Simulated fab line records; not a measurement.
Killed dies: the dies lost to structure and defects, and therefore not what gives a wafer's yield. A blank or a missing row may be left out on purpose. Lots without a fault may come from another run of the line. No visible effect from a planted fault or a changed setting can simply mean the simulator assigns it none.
fab line records ; flow sky130
[record] lots = 13; wafers = 37; last-day = 49
route steps=708 shown FIELD_ISO@14 DNWELL@43 NWELL@81 PAD_OPEN@708
lots with no fault: from the same line, run without faults
start-h: hours from the record's opening day to when the first of the lot's shown wafers began ; wait-h: how many hours have passed since the lot's step before this one ; " repeats the value in the row above ; L1.1+2: a row that stands for several wafers ; - value missing, or start not given ; * or withheld: withheld ; < > ~ a bound
route shown NAME@n: a module of which the file shows steps, and the number in the route of the first ; usual: average and standard deviation across the fault-free wafers ; same: alike in all rows ; chamber/n: place in a boat ; sites: per-site readings ; _std_site: their standard deviation ; _edge_site: outer sites' mean less inner sites' ; radius-mm: for every site, how far away it sits from the centre of the wafer ; mask NAME#n: copy n ; behind: tool/chamber where the wafer was last shaped ; hold: what put the lot on hold/how long, in hours/how the hold closed ; device: which transistor (n, p or np) failed to switch ; end of line: the same wafers' tests at the end of the route ; a step with no rows: only its recipe ; killed: dies lost to structure and defects at the first sort, not the wafer's yield ; map: shows each die of a wafer: x if killed, . if not, _ if none is there
set.NAME: the run value of the setting; set.NAME@STEP: its run value at that earlier step ; model.NAME: the simulator's own value behind a step, which no gauge read
one table for each step of the route and one row for each wafer, over a sample of lots
services: from which hour (start-h, from the record's first day; less than 0 if before it) a tool's chamber was out of use, for how many hours, and why
[[steps]]
[step SKY_FIELD_ISO_CD_MEAS_13]
[recipe] target-cd-nm = 150
[usual] cd-nm = 150.0/1.3
lot.wafer;tool;chamber;start-h;wait-h;cd-nm
L608.1;cd-sem-01;-;32.11;-;152.8
L608.4;cd-sem-01;-;32.11;-;151.0
L608.5;cd-sem-01;-;32.11;-;151.4
L607.1;cd-sem-01;-;32.60;-;151.6
L607.3;cd-sem-01;-;32.60;-;150.6
L607.6;cd-sem-01;-;32.60;-;151.2
L611.1;cd-sem-01;-;55.15;-;149.7
L611.4;cd-sem-01;-;55.15;-;151.3
L611.5;cd-sem-01;-;55.15;-;150.0
L612.1;cd-sem-02;-;55.36;-;149.6
L612.4;cd-sem-02;-;55.36;-;150.3
L612.5;cd-sem-02;-;55.36;-;150.8
L613.1;cd-sem-02;-;66.00;-;149.8
L613.3;cd-sem-02;-;66.00;-;150.4
L613.5;cd-sem-02;-;66.00;-;150.4
L614.1;cd-sem-02;-;68.50;-;150.2
L614.3;cd-sem-02;-;68.50;-;149.7
L614.6;cd-sem-02;-;68.50;-;150.9
L615.2;cd-sem-01;-;75.22;-;149.3
L615.3;cd-sem-01;-;75.22;-;149.2
L615.4;cd-sem-01;-;75.22;-;148.8
L616.3;cd-sem-02;-;75.59;-;149.6
L616.5;cd-sem-02;-;75.59;-;150.2
L616.6;cd-sem-02;-;75.59;-;151.3
L620.1;cd-sem-02;-;95.20;-;147.5
L620.2;cd-sem-02;-;95.20;-;150.1
L620.3;cd-sem-02;-;95.20;-;149.1
L621.2;cd-sem-01;-;106.17;-;149.5
L621.3;cd-sem-01;-;106.17;-;151.0
L621.4;cd-sem-01;-;106.17;-;149.5
L622.3;cd-sem-02;-;106.64;-;148.2
L622.6;cd-sem-02;-;106.64;-;150.0
L624.3;cd-sem-02;-;119.75;-;150.5
L624.4;cd-sem-02;-;119.75;-;150.6
L624.6;cd-sem-02;-;119.75;-;149.3
L625.1;cd-sem-02;-;123.05;-;148.8
L625.6;cd-sem-02;-;123.05;-;149.6
[step SKY_FIELD_ISO_ETCH_17]
[recipe] target-depth-a = 3420; mask-material = Si3N4; chemistry = HBr/Cl2/O2; target = Si; taper-deg = 5; icp-w = 600; bias-w = 150; pressure-mtorr = 15; HBr_flow_sccm = 150; Cl2_flow_sccm = 40; O2_flow_sccm = 6; time-s = 97.7
[usual] drypump-motor-current-A = 5.7/0.58; oes-product-au = 0.999/0.0095; rf-fwd-power-W = 596.3/1.7; run-length-s = 126.0/0.46; throttle-valve-pct = 25.657/0.01
lot.wafer;tool;chamber;start-h;wait-h;drypump-motor-current-A;oes-product-au;rf-fwd-power-W;rf-hours-counter-h;run-length-s;throttle-valve-pct
L608.1;rie-si-02;2;32.42;0.1;5.1;0.994;597.3;74;126.7;25.661
L608.4;rie-si-02;1;32.42;0.1;6.2;0.996;599.1;35;125.9;25.660
L608.5;rie-si-02;3;32.42;0.1;5.8;0.985;594.5;-;125.8;25.656
L607.1;rie-si-01;0;32.92;0.1;6.0;1.012;592.2;126;126.3;25.654
L607.3;rie-si-01;1;32.92;0.1;4.9;1.007;596.9;94;126.3;25.646
L607.6;rie-si-01;3;32.92;0.1;5.4;1.004;597.1;-;126.1;25.655
L611.1;rie-si-02;3;55.46;0.1;5.8;0.994;597.2;2;126.0;25.651
L611.4;rie-si-02;0;55.46;0.1;5.5;0.985;595.7;153;125.2;25.646
L611.5;rie-si-02;1;55.46;0.1;6.3;1.006;594.1;-;125.5;25.653
L612.1;rie-si-01;2;55.72;0.1;6.8;0.976;593.8;128;125.9;25.666
L612.4;rie-si-01;3;55.72;0.1;5.4;0.998;595.1;142;126.0;25.664
L612.5;rie-si-01;2;55.72;0.1;6.7;0.991;592.7;-;126.1;25.663
L613.1;rie-si-02;0;66.31;0.1;5.5;0.994;592.5;154;125.3;25.668
L613.3;rie-si-02;1;66.31;0.1;6.3;1.007;594.5;35;125.2;25.628
L613.5;rie-si-02;2;66.31;0.1;5.1;1.003;595.9;-;126.7;25.655
L614.1;rie-si-01;2;68.82;0.1;6.7;0.987;598.3;128;125.8;25.666
L614.3;rie-si-01;1;68.82;0.1;4.9;0.995;596.7;94;125.9;25.673
L614.6;rie-si-01;0;68.82;0.1;6.0;1.000;597.4;-;126.3;25.662
L615.2;rie-si-02;1;75.52;0.1;6.2;1.025;600.8;35;125.8;25.644
L615.3;rie-si-02;3;75.52;0.1;5.8;1.012;595.7;3;125.6;25.654
L615.4;rie-si-02;1;75.52;0.1;6.3;1.018;598.4;-;125.6;25.645
L616.3;rie-si-01;2;75.87;0.0;6.7;0.977;598.2;128;125.7;25.677
L616.5;rie-si-01;2;75.87;0.0;6.7;0.977;597.5;-;126.0;25.682
L616.6;rie-si-01;1;75.87;0.0;4.9;0.991;594.7;-;126.3;25.667
L620.1;rie-si-02;0;95.52;0.1;5.5;1.005;596.2;0;125.4;25.647
L620.2;rie-si-02;3;95.52;0.1;5.8;1.003;595.6;3;125.7;25.657
L620.3;rie-si-02;1;95.52;0.1;6.2;1.017;598.7;35;125.2;25.650
L621.2;rie-si-01;1;106.47;0.1;4.9;0.989;596.3;94;126.0;25.650
L621.3;rie-si-01;3;106.47;0.1;5.4;0.990;598.6;142;126.1;25.660
L621.4;rie-si-01;2;106.47;0.1;6.7;0.990;596.2;129;126.1;25.653
L622.3;rie-si-02;2;106.92;0.0;5.0;1.005;-;74;91.9;25.653
L622.6;rie-si-02;2;106.92;0.0;5.1;0.991;596.4;-;126.4;25.645
L624.3;rie-si-01;0;120.02;0.0;6.0;1.011;599.3;127;126.3;25.654
L624.4;rie-si-01;0;120.02;0.0;6.0;1.002;596.3;-;126.7;25.657
L624.6;rie-si-01;2;120.02;0.0;6.7;0.988;598.2;-;126.0;25.658
L625.1;rie-si-02;1;123.36;0.1;6.2;0.998;-;35;91.0;25.647
L625.6;rie-si-02;1;123.36;0.1;6.2;0.999;597.8;-;125.3;25.661
[step SKY_DNWELL_STRIP_08]
[recipe] chemistry = O2/N2; power-w = 1400; pressure-mtorr = 1500; platen-temp-c = withheld; o2-flow-sccm = 3000; n2-flow-sccm = 300; overash-fraction = 0.5
[usual] drypump-motor-current-A = 5.6/0.49; oes-product-au = 0.723/0.0044; strip-time-to-endpoint-s = 36.95/0.14
[same] overash-fraction = 0.5
lot.wafer;tool;chamber;start-h;wait-h;drypump-motor-current-A;oes-product-au;rf-hours-counter-h;strip-time-to-endpoint-s
L608.1;plasma-asher-02;1;74.81;0.1;5.9;0.724;34;36.71
L608.4;plasma-asher-02;1;74.81;0.1;5.9;0.728;-;36.82
L608.5;plasma-asher-02;0;74.81;0.1;4.7;0.722;-;36.75
L607.1;plasma-asher-04;0;74.96;0.1;5.2;0.724;42;37.18
L607.3;plasma-asher-04;0;74.96;0.1;5.2;0.731;-;37.24
L607.6;plasma-asher-04;1;74.96;0.1;6.0;0.721;-;37.21
L611.1;plasma-asher-04;0;96.25;0.1;5.2;0.721;44;37.00
L611.4;plasma-asher-04;1;96.25;0.1;6.0;0.729;-;37.08
L611.5;plasma-asher-04;1;96.25;0.1;6.0;0.718;-;36.99
L612.1;plasma-asher-01;1;96.85;0.1;6.2;0.718;42;37.22
L612.4;plasma-asher-01;1;96.85;0.1;6.3;0.727;-;37.14
L612.5;plasma-asher-01;1;96.85;0.1;6.3;0.721;-;37.09
L613.1;plasma-asher-02;0;105.95;0.1;4.7;0.722;37;36.79
L613.3;plasma-asher-02;1;105.95;0.1;5.9;0.718;-;36.91
L613.5;plasma-asher-02;1;105.95;0.1;5.9;0.723;-;36.96
L614.1;plasma-asher-01;1;106.05;0.1;6.2;0.726;43;36.82
L614.3;plasma-asher-01;1;106.05;0.1;6.2;0.725;-;36.80
L614.6;plasma-asher-01;1;106.05;0.1;6.2;0.725;-;36.84
L616.3;plasma-asher-01;1;112.29;0.1;6.2;0.721;-;37.04
L616.5;plasma-asher-01;1;112.29;0.1;6.2;0.722;-;37.04
L616.6;plasma-asher-01;0;112.29;0.1;5.3;0.722;-;37.01
L615.2;plasma-asher-01;0;113.45;0.1;5.3;0.725;44;36.77
L615.3;plasma-asher-01;1;113.45;0.1;6.3;0.718;-;36.80
L615.4;plasma-asher-01;0;113.45;0.1;5.3;0.725;-;36.75
L620.1;plasma-asher-04;1;122.15;0.1;6.0;0.719;47;36.77
L620.2;plasma-asher-04;0;122.15;0.1;5.2;0.737;47;36.78
L620.3;plasma-asher-04;1;122.15;0.1;6.0;0.723;-;36.88
L621.2;plasma-asher-02;0;130.85;0.1;4.8;0.724;1;36.80
L621.3;plasma-asher-02;1;130.85;0.1;5.9;0.726;-;36.87
L621.4;plasma-asher-02;0;130.85;0.1;4.8;0.714;-;36.92
L622.3;plasma-asher-04;1;131.23;0.1;6.0;0.724;-;36.75
L622.6;plasma-asher-04;0;131.23;0.1;5.2;0.714;-;36.79
L624.3;plasma-asher-04;1;148.34;0.1;6.0;0.723;-;36.89
L624.4;plasma-asher-04;0;148.34;0.1;5.2;0.724;-;37.02
L624.6;plasma-asher-04;1;148.34;0.1;6.0;0.718;-;37.04
L625.1;plasma-asher-04;1;152.55;0.1;6.0;0.728;50;36.97
L625.6;plasma-asher-04;1;152.55;0.1;6.0;0.718;-;36.88
[step SKY_NWELL_RTA_28]
[recipe] temp-c = 1050; time-s = 30; idle-temp-c = 650; ramp-up-c-per-s = 150; ramp-down-c-per-s = 90; ambient = N2
[usual] lamp-power-pct = 25.31/0.052; wafer_temp_C_max = 1054.8/0.97
lot.wafer;tool;chamber;start-h;wait-h;lamp-power-pct;wafer_temp_C_max
L608.1;rtp-anneal-02;0;125.70;0.0;25.34;1055.3
L608.4;rtp-anneal-02;0;125.70;0.0;25.27;1055.8
L608.5;rtp-anneal-02;0;125.70;0.0;25.26;1053.7
L607.1;rtp-anneal-01;0;126.14;0.0;25.38;1053.9
L607.3;rtp-anneal-01;0;126.14;0.0;25.36;1054.4
L607.6;rtp-anneal-01;0;126.14;0.0;25.23;1054.9
L611.1;rtp-anneal-02;0;153.94;0.0;25.30;1055.3
L611.4;rtp-anneal-02;0;153.94;0.0;25.29;1055.1
L611.5;rtp-anneal-02;0;153.94;0.0;25.31;1056.3
L612.1;rtp-anneal-01;0;154.60;0.0;25.41;1055.5
L612.4;rtp-anneal-01;0;154.60;0.0;25.33;1055.3
L612.5;rtp-anneal-01;0;154.60;0.0;25.28;1055.3
L613.1;rtp-anneal-02;0;166.04;0.0;25.36;1053.7
L613.3;rtp-anneal-02;0;166.04;0.0;25.38;1053.5
L613.5;rtp-anneal-02;0;166.04;0.0;25.37;1055.6
L614.1;rtp-anneal-01;0;166.30;0.0;25.25;1056.4
L614.3;rtp-anneal-01;0;166.30;0.0;25.30;1055.4
L614.6;rtp-anneal-01;0;166.30;0.0;25.38;1055.7
L616.3;rtp-anneal-01;0;172.72;0.0;25.30;1055.0
L616.5;rtp-anneal-01;0;172.72;0.0;25.38;1054.3
L616.6;rtp-anneal-01;0;172.72;0.0;25.33;1054.6
L615.2;rtp-anneal-02;0;174.06;0.0;25.30;1053.8
L615.3;rtp-anneal-02;0;174.06;0.0;25.35;1057.4
L615.4;rtp-anneal-02;0;174.06;0.0;25.34;1054.7
L620.1;rtp-anneal-02;0;183.19;0.0;25.26;1054.2
L620.2;rtp-anneal-02;0;183.19;0.0;25.22;1055.3
L620.3;rtp-anneal-02;0;183.19;0.0;25.28;1055.7
L621.2;rtp-anneal-02;0;192.12;0.0;25.34;1054.4
L621.3;rtp-anneal-02;0;192.12;0.0;25.25;1055.2
L621.4;rtp-anneal-02;0;192.12;0.0;25.28;1055.1
L622.3;rtp-anneal-01;0;193.98;0.0;25.31;1054.4
L622.6;rtp-anneal-01;0;193.98;0.0;25.35;1053.9
L624.3;rtp-anneal-01;0;212.43;0.0;25.24;1054.2
L624.4;rtp-anneal-01;0;212.43;0.0;25.24;1054.3
L624.6;rtp-anneal-01;0;212.43;0.0;25.40;1055.9
L625.1;rtp-anneal-02;0;218.54;0.0;25.22;1053.7
L625.6;rtp-anneal-02;0;218.54;0.0;25.37;1055.7
[step SKY_PAD_OPEN_PROBE_99]
[usual] killed_at_M0_to_M3 = 44/6.9; killed_at_M4_up = 3.3/1.7; killed-at-contacts = 24/5.5; killed-at-front-end = 16/4.5; killed-at-other = 0.2/0.46; killed-dies = 87/9.1; killed-open = 48/7.3; killed-short = 39/6.2
[same] gross-dies = 492; killed-at-back-side = 0
lot.wafer;tool;chamber;start-h;wait-h;killed_at_M0_to_M3;killed_at_M4_up;killed-at-contacts;killed-at-front-end;killed-at-other;killed-dies;killed-open;killed-short
L607.1;prober-01;-;1097.86;0.1;38;0;26;16;0;80;45;34
L607.3;prober-01;-;1097.96;0.2;52;4;25;21;1;103;62;40
L607.6;prober-01;-;1098.11;0.2;43;1;25;17;0;86;50;33
L612.1;prober-01;-;1118.37;0.1;47;2;16;20;0;85;54;31
L612.4;prober-01;-;1118.52;0.2;45;2;32;27;0;106;69;34
L612.5;prober-01;-;1118.57;0.2;44;1;31;19;0;95;46;49
L611.1;prober-02;-;1126.41;0.1;47;0;29;19;0;95;37;58
L611.4;prober-02;-;1126.56;0.2;52;2;15;22;0;91;48;42
L611.5;prober-02;-;1126.61;0.2;43;1;30;20;0;94;49;45
L614.1;prober-01;-;1140.16;0.1;33;1;15;24;0;73;49;24
L614.3;prober-01;-;1140.26;0.2;36;4;22;13;0;75;36;38
L614.6;prober-01;-;1140.41;0.2;41;2;26;18;0;87;53;34
L613.1;prober-02;-;1142.12;0.1;33;1;27;14;0;75;36;37
L613.3;prober-02;-;1142.22;0.2;47;2;30;20;0;99;63;36
L613.5;prober-02;-;1142.32;0.2;43;4;26;16;1;90;45;41
L616.3;prober-01;-;1145.74;0.2;36;3;26;19;0;84;47;37
L616.5;prober-01;-;1145.84;0.2;38;3;37;15;0;93;53;39
L616.6;prober-01;-;1145.89;0.2;34;3;26;13;1;77;43;33
L615.2;prober-02;-;1146.20;0.1;38;4;30;11;0;83;44;39
L615.3;prober-02;-;1146.25;0.2;58;4;28;12;0;102;61;41
L615.4;prober-02;-;1146.30;0.2;53;5;28;13;0;99;54;45
L620.1;prober-01;-;1163.22;0.1;48;2;23;26;0;99;57;42
L620.2;prober-01;-;1163.27;0.1;36;8;20;14;0;78;43;35
L620.3;prober-01;-;1163.32;0.2;49;2;19;17;0;87;54;33
L621.2;prober-02;-;1168.31;0.1;40;4;26;14;0;84;41;43
L621.3;prober-02;-;1168.36;0.2;47;2;14;15;0;78;37;41
L621.4;prober-02;-;1168.41;0.2;43;0;27;8;0;78;43;35
L624.3;prober-02;-;1179.51;0.2;53;4;29;11;0;97;60;37
L624.4;prober-02;-;1179.56;0.2;47;1;22;21;2;93;45;48
L624.6;prober-02;-;1179.66;0.2;42;1;26;16;0;85;49;36
// killed by level:class
L607.1 LI_CONTACT:geometric-particle:open=10 METAL1:geometric-particle:short=9 CONTACT:geometric-particle:open=8 VIA2:geometric-particle:open=7 VIA1:geometric-particle:short=5 VIA1:geometric-particle:open=5 LOCAL_INTERCONNECT:geometric-particle:short=4 VIA2:geometric-particle:short=4
L607.3 VIA1:geometric-particle:open=13 CONTACT:geometric-particle:open=10 VIA3:geometric-particle:open=9 LI_CONTACT:geometric-particle:open=7 VIA1:geometric-particle:short=7 METAL2:geometric-particle:short=6 FIELD_ISO:geometric-particle:open=5 CONTACT:geometric-particle:short=4
L607.6 VIA1:geometric-particle:open=14 CONTACT:geometric-particle:open=10 LI_CONTACT:geometric-particle:open=6 LOCAL_INTERCONNECT:geometric-particle:short=5 METAL1:geometric-particle:short=5 VIA2:geometric-particle:short=5 FIELD_ISO:geometric-particle:short=4 VIA3:geometric-particle:open=4
L612.1 VIA1:geometric-particle:open=14 VIA3:geometric-particle:open=9 VIA2:geometric-particle:open=8 FIELD_ISO:geometric-particle:open=6 METAL1:geometric-particle:short=6 FIELD_ISO:geometric-particle:short=5 POLY_GATE:geometric-particle:open=4 LI_CONTACT:geometric-particle:open=4
L612.4 VIA1:geometric-particle:open=14 CONTACT:geometric-particle:open=13 LI_CONTACT:geometric-particle:open=11 FIELD_ISO:geometric-particle:open=9 METAL1:geometric-particle:short=6 METAL2:geometric-particle:short=6 VIA3:geometric-particle:open=6 POLY_GATE:geometric-particle:open=5
L612.5 CONTACT:geometric-particle:open=11 LI_CONTACT:geometric-particle:open=8 FIELD_ISO:geometric-particle:short=7 VIA3:geometric-particle:short=7 VIA1:geometric-particle:short=7 CONTACT:geometric-particle:short=6 VIA2:geometric-particle:open=6 VIA3:geometric-particle:open=6
L611.1 METAL2:geometric-particle:short=8 VIA3:geometric-particle:short=8 FIELD_ISO:geometric-particle:short=7 CONTACT:geometric-particle:short=7 CONTACT:geometric-particle:open=7 VIA1:geometric-particle:open=7 LI_CONTACT:geometric-particle:open=6 VIA2:geometric-particle:open=6
L611.4 VIA1:geometric-particle:open=16 FIELD_ISO:geometric-particle:short=7 CONTACT:geometric-particle:open=7 METAL1:geometric-particle:short=7 VIA1:geometric-particle:short=6 FIELD_ISO:geometric-particle:open=4 POLY_GATE:geometric-particle:short=4 POLY_GATE:geometric-particle:open=4
L611.5 CONTACT:geometric-particle:open=11 METAL2:geometric-particle:short=8 VIA1:geometric-particle:open=8 VIA3:geometric-particle:open=8 CONTACT:geometric-particle:short=7 POLY_GATE:geometric-particle:short=6 LOCAL_INTERCONNECT:geometric-particle:short=6 VIA2:geometric-particle:open=6
L614.1 VIA1:geometric-particle:open=12 POLY_GATE:geometric-particle:open=9 FIELD_ISO:geometric-particle:open=8 CONTACT:geometric-particle:open=6 VIA3:geometric-particle:open=5 VIA1:geometric-particle:short=4 POLY_GATE:geometric-particle:short=3 LI_CONTACT:geometric-particle:open=3
L614.3 CONTACT:geometric-particle:open=8 METAL1:geometric-particle:short=7 VIA3:geometric-particle:open=6 CONTACT:geometric-particle:short=5 VIA1:geometric-particle:open=5 SPACER:geometric-particle:open=4 METAL2:geometric-particle:short=4 METAL4:geometric-particle:short=4
L614.6 VIA1:geometric-particle:open=16 CONTACT:geometric-particle:open=13 FIELD_ISO:geometric-particle:open=7 VIA3:geometric-particle:open=7 CONTACT:geometric-particle:short=5 FIELD_ISO:geometric-particle:short=4 LOCAL_INTERCONNECT:geometric-particle:short=4 METAL2:geometric-particle:short=4
L613.1 CONTACT:geometric-particle:open=12 VIA2:geometric-particle:open=6 FIELD_ISO:geometric-particle:short=5 VIA1:geometric-particle:open=5 VIA1:geometric-particle:short=5 LOCAL_INTERCONNECT:geometric-particle:short=4 CONTACT:geometric-particle:short=4 METAL2:geometric-particle:short=4
L613.3 CONTACT:geometric-particle:open=14 VIA3:geometric-particle:open=10 LI_CONTACT:geometric-particle:open=8 VIA1:geometric-particle:open=8 FIELD_ISO:geometric-particle:short=7 VIA2:geometric-particle:open=7 FIELD_ISO:geometric-particle:open=6 METAL1:geometric-particle:short=5
L613.5 CONTACT:geometric-particle:open=10 VIA2:geometric-particle:open=8 METAL2:geometric-particle:short=8 VIA3:geometric-particle:open=7 LI_CONTACT:geometric-particle:open=6 CONTACT:geometric-particle:short=6 VIA1:geometric-particle:open=6 FIELD_ISO:geometric-particle:short=5
L616.3 CONTACT:geometric-particle:open=10 LI_CONTACT:geometric-particle:open=9 VIA2:geometric-particle:open=6 FIELD_ISO:geometric-particle:open=5 VIA3:geometric-particle:open=5 CONTACT:geometric-particle:short=5 METAL1:geometric-particle:short=5 VIA1:geometric-particle:short=5
L616.5 CONTACT:geometric-particle:open=18 VIA3:geometric-particle:open=9 CONTACT:geometric-particle:short=8 LI_CONTACT:geometric-particle:open=6 VIA1:geometric-particle:short=6 VIA2:geometric-particle:open=6 POLY_GATE:geometric-particle:short=4 VIA3:geometric-particle:short=4
L616.6 LI_CONTACT:geometric-particle:open=10 VIA1:geometric-particle:open=9 CONTACT:geometric-particle:open=6 METAL2:geometric-particle:short=5 LOCAL_INTERCONNECT:geometric-particle:short=4 CONTACT:geometric-particle:short=4 VIA3:geometric-particle:open=4 VIA3:geometric-particle:short=4
L615.2 CONTACT:geometric-particle:open=12 VIA1:geometric-particle:open=9 LI_CONTACT:geometric-particle:open=5 LOCAL_INTERCONNECT:geometric-particle:short=5 VIA1:geometric-particle:short=5 VIA2:geometric-particle:open=5 VIA3:geometric-particle:short=5 VIA3:geometric-particle:open=4
L615.3 VIA1:geometric-particle:open=14 LI_CONTACT:geometric-particle:open=11 VIA2:geometric-particle:open=11 CONTACT:geometric-particle:open=10 VIA1:geometric-particle:short=9 METAL2:geometric-particle:short=6 FIELD_ISO:geometric-particle:open=5 VIA3:geometric-particle:open=5
L615.4 VIA1:geometric-particle:open=15 VIA1:geometric-particle:short=9 CONTACT:geometric-particle:open=8 VIA2:geometric-particle:open=8 FIELD_ISO:geometric-particle:short=7 LI_CONTACT:geometric-particle:open=7 VIA3:geometric-particle:open=7 LOCAL_INTERCONNECT:geometric-particle:short=5
L620.1 VIA1:geometric-particle:open=13 POLY_GATE:geometric-particle:short=9 CONTACT:geometric-particle:open=8 FIELD_ISO:geometric-particle:open=7 VIA2:geometric-particle:open=7 CONTACT:geometric-particle:short=6 METAL3:geometric-particle:short=6 VIA1:geometric-particle:short=5
L620.2 VIA1:geometric-particle:open=11 LI_CONTACT:geometric-particle:open=8 CONTACT:geometric-particle:open=8 POLY_GATE:geometric-particle:short=5 FIELD_ISO:geometric-particle:short=4 FIELD_ISO:geometric-particle:open=4 VIA3:geometric-particle:open=4 METAL2:geometric-particle:short=4
L620.3 VIA2:geometric-particle:open=11 VIA1:geometric-particle:open=10 VIA3:geometric-particle:open=9 POLY_GATE:geometric-particle:short=7 VIA3:geometric-particle:short=6 FIELD_ISO:geometric-particle:open=5 CONTACT:geometric-particle:open=5 LI_CONTACT:geometric-particle:open=4
L621.2 LOCAL_INTERCONNECT:geometric-particle:short=13 VIA1:geometric-particle:open=9 VIA3:geometric-particle:open=8 CONTACT:geometric-particle:open=6 METAL1:geometric-particle:short=6 VIA1:geometric-particle:short=4 POLY_GATE:geometric-particle:open=3 POLY_GATE:geometric-particle:short=3
L621.3 VIA1:geometric-particle:open=11 METAL1:geometric-particle:short=8 METAL2:geometric-particle:short=7 CONTACT:geometric-particle:open=6 VIA3:geometric-particle:open=5 FIELD_ISO:geometric-particle:short=4 METAL3:geometric-particle:short=4 FIELD_ISO:geometric-particle:open=3
L621.4 CONTACT:geometric-particle:open=11 VIA1:geometric-particle:short=6 VIA1:geometric-particle:open=6 VIA2:geometric-particle:open=6 LI_CONTACT:geometric-particle:open=5 LOCAL_INTERCONNECT:geometric-particle:short=5 METAL2:geometric-particle:short=5 VIA3:geometric-particle:open=5
L624.3 VIA2:geometric-particle:open=13 CONTACT:geometric-particle:open=13 VIA3:geometric-particle:open=12 VIA1:geometric-particle:open=9 METAL1:geometric-particle:short=6 FIELD_ISO:geometric-particle:short=5 LI_CONTACT:geometric-particle:open=5 LI_CONTACT:geometric-particle:short=4
L624.4 VIA1:geometric-particle:open=9 VIA2:geometric-particle:open=9 FIELD_ISO:geometric-particle:short=7 METAL2:geometric-particle:short=7 METAL1:geometric-particle:short=6 CONTACT:geometric-particle:open=6 CONTACT:geometric-particle:short=6 FIELD_ISO:geometric-particle:open=5
L624.6 CONTACT:geometric-particle:open=13 VIA1:geometric-particle:open=10 VIA2:geometric-particle:open=8 CONTACT:geometric-particle:short=7 METAL2:geometric-particle:short=6 FIELD_ISO:geometric-particle:open=5 VIA3:geometric-particle:short=4 VIA3:geometric-particle:open=4
[[services]]
tool;chamber;start-h;hours;kind
plasma-asher-01;-;66.28;4.7;repair
rie-si-02;0;67.34;-;clean
rie-si-02;0;67.34;15.5;scheduled-down
rie-si-02;0;67.34;15.5;vent-cycle
rie-si-01;0;69.53;6.5;repair
rie-si-02;1;84.40;3.2;repair
rie-si-02;-;106.40;0.2;repair
plasma-asher-02;-;108.75;9.0;pm
plasma-asher-02;0;108.75;9.0;vent-cycle
plasma-asher-02;1;108.75;9.0;vent-cycle
rie-si-01;3;115.07;-;clean
rie-si-01;3;115.07;24.5;scheduled-down
rie-si-01;3;115.07;24.5;vent-cycle
plasma-asher-02;0;117.75;-;clean
plasma-asher-02;1;117.75;-;clean
plasma-asher-02;-;137.45;7.0;repair
rie-si-01;2;172.15;-;clean
rie-si-01;2;172.15;12.8;scheduled-down
rie-si-01;2;172.15;12.8;vent-cycle
rie-si-01;0;184.95;-;clean
rie-si-01;0;184.95;21.2;scheduled-down
rie-si-01;0;184.95;21.2;vent-cycle
plasma-asher-04;-;190.55;5.1;repair
[[key]]
[first-sign] step = SKY_FIELD_ISO_ETCH_17; reading = run-length-s; direction = down; sigmas = 76; usual = *; struck = *
effect none on later readings
met-at SKY_FIELD_ISO_ETCH_17
struck-lots L622,L625
struck-wafers L622.3,L625.1
tester-left-out L622,L625
not-acting-at SKY_FIELD_ISO_CD_MEAS_13,SKY_DNWELL_STRIP_08,SKY_NWELL_RTA_28
onset-between 95.52 106.92
[fault] kind = process-parameter-drift; tool = rie-si-02; chamber = -; onset-h = 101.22; steps = SKY_FIELD_ISO_ETCH_17; channel = time-s; offset = *; shape = step; end-h = 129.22; scope = struck-wafers-only; acts-in = *; stated = *
// tester-left-out: of these lots the tester's yield and bins aren't shown, on N5 and GAA mostly nor the transistor test; their killed dies are dies lost to structure and defects alone, not to doping, threshold or leakage, so they don't give the yield
